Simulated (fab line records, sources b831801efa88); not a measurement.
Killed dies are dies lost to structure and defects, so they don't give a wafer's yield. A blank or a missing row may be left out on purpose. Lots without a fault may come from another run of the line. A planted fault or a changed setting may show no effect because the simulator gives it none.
Which tool did it? | flow gf180mcu | 6 lots, 18 wafers sampled, at 3 steps of a route of 602

WHAT THE GAUGES READ, wafer by wafer
GF_HV_LDD_CD_MEAS_46: target cd 400 nm.
lot  | measured     | on        | cd_nm (nm)
L204 | day 13 05:43 | cd_sem-02 | 400.4 401.6 399.6
L208 | day 14 11:13 | cd_sem-01 | 401.8 400.0 400.4
L210 | day 15 18:10 | cd_sem-01 | 402.1 400.6 399.7
L215 | day 16 20:52 | cd_sem-01 | 406.8 408.2 408.1
L217 | day 17 09:49 | cd_sem-02 | 406.8 406.8 406.8
L222 | day 19 06:17 | cd_sem-02 | 400.6 399.5 401.0

WHICH TOOL RAN EACH LOT (tool, then ch and the chambers of the sampled wafers, then the start)
lot  | GF_HV_LDD_STRIP_22                   | GF_HV_LDD_DEVELOP_45
L204 | plasma_asher-04 ch 1, day 11 13:46   | litho_track-02 ch 0, day 13 05:34
L208 | plasma_asher-04 ch 0,1, day 12 18:02 | litho_track-02 ch 0, day 14 11:04
L210 | plasma_asher-03 ch 0, day 13 20:22   | litho_track-03 ch 0, day 15 18:01
L215 | plasma_asher-04 ch 0,1, day 14 23:16 | litho_track-03 ch 0, day 16 20:43
L217 | plasma_asher-04 ch 0,1, day 15 11:48 | litho_track-03 ch 0, day 17 09:41
L222 | plasma_asher-02 ch 0, day 17 05:20   | litho_track-02 ch 0, day 19 06:08
- GF_HV_LDD_STRIP_22: strips in O2/N2.
- GF_HV_LDD_DEVELOP_45: develop time 60 s.

THE ANSWER, worked out from the rows above alone
Rule: what is usual is taken from the lots themselves. Put in order of their means at a reading, lots are off if they are a third of the lots or fewer, leave a main group of 4 or more, and stand apart from it by a gap of 3 or more times the standard deviation of the main group's means; of several such gaps the widest counts. A main group whose means are all the same, to the digits that the tables above print for the reading, isn't used. A lot without any number at a reading at which 4 lots or more have one is off too. The other lots that the step has rows for count as sound.
Off: L215, L217, at GF_HV_LDD_CD_MEAS_46 (cd_nm). The main group: mean 400.6 nm, standard deviation 0.17.
A tool fits if, at a process step before that reading, it ran every lot that is off, and no sound lot after the first of them. The gauges at GF_HV_LDD_CD_MEAS_46 are tried like those tools. Can't be told from this: 2 tools fit, plasma_asher-04 at GF_HV_LDD_STRIP_22, litho_track-03 at GF_HV_LDD_DEVELOP_45.

WHAT THE SIMULATOR HAD PUT IN
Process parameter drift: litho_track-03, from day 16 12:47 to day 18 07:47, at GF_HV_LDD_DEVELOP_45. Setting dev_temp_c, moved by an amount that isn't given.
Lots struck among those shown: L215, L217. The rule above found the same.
